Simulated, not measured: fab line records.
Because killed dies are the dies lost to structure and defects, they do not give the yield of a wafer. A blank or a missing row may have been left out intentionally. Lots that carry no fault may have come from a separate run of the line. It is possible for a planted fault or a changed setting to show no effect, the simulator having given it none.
Problem report in the 8D (eight disciplines) form, filled by code ; flow sky130 ; the parts of the form that need people (team, actions taken, sign-off) are left out

1. THE ISSUE
At SKY_NWELL_STRIP_14, stripTimeToEndpointS averages 19.08 s over 3 wafers from 2 lots, while fault-free wafers read 36.90 s, standard deviation 0.11. That is -99 or more standard deviations from the usual mean.
The step: strips in O2/N2.
The first sign was on wafer L373.1 at day 7 08:20, on plasmaAsher-01. Wafers with a number at this step in the record: 36, from 12 lots. Rule for "out", or "out of limits": more than 4 standard deviations from the usual mean. The other wafers with a number count as sound.

2. WHAT IT IS, WHAT IT ISN'T
question;is;is not
which readings at this step;stripTimeToEndpointS;drypumpMotorCurrentA, oesProductAu
which lots;L373, L374;L363, L365, L366, L367, L372, L377, L378, L379, L381, L386
which wafers of those lots;L373.1, L374.1, L374.3;L373.2, L373.6, L374.5
read on which tools;plasmaAsher-01;plasmaAsher-02, plasmaAsher-04
when;from day 7 08:20;"up to then (17 sound wafers); but 16 sound wafers of L374, L377, L378, L379, L381, L386 came after"

3. WHAT RULES OUT EACH SUSPECT
Counting: a tool at a process step up to the reading stays a suspect if it ran every lot that is out. Sound lots after the first of them don't rule it out here, since some wafers of a struck lot are sound.
- lithoTrack-03 at SKY_NWELL_COAT_05 (resist thk 3000 nm): kept. Every lot that is out went through it, the first being L373 (day 6 22:02); the last sound lot it ran before that was L372 (day 6 20:05).
- plasmaAsher-01 at SKY_NWELL_STRIP_14 (strips in O2/N2): kept. Every lot that is out went through it, the first being L373 (day 7 08:20); the last sound lot it ran before that was L366 (day 5 05:49). On those wafers its own readings are out: stripTimeToEndpointS.
What counting leaves: lithoTrack-03 at SKY_NWELL_COAT_05 and plasmaAsher-01 at SKY_NWELL_STRIP_14.

4. THE CAUSE (what the simulator had put in)
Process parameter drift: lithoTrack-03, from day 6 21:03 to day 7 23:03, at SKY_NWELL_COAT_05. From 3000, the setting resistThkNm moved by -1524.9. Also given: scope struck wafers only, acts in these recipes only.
This tool is one of the 2 suspects left after counting.

5. THE CHAIN OF EFFECTS, in route order
Rows list readings where the struck wafers' mean (over those with a number) sits beyond 3 standard deviations from the usual. Only readings whose record carries a usual standard deviation are examined. hours: median over the lots of the time between each lot's start at the first step of this table that gives one and its start at this step. sigmas: the change, counted in usual standard deviations.
hours;step;reading;usual;on struck wafers;change;sigmas
0;SKY_NWELL_STRIP_14;stripTimeToEndpointS;36.90 s;19.08;-17.82;-99 or more
Its process steps:
- SKY_NWELL_STRIP_14: strips in O2/N2.
Later measuring or inspecting steps at which every struck wafer that the step has a row for has a number for every such reading, and none has moved that far: SKY_VT_ADJUST_PCH_TW_MEAS_10.

6. HOW IT WOULD HAVE BEEN CAUGHT EARLIER
In this record the first reading out of limits was taken at day 7 08:20, 11 hours after the fault began at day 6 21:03.
Each of the lots that are out, 2 in all, had begun SKY_NWELL_COAT_05 on lithoTrack-03 no later than day 7 08:20. A hold on the tool at that time would have spared none of them.
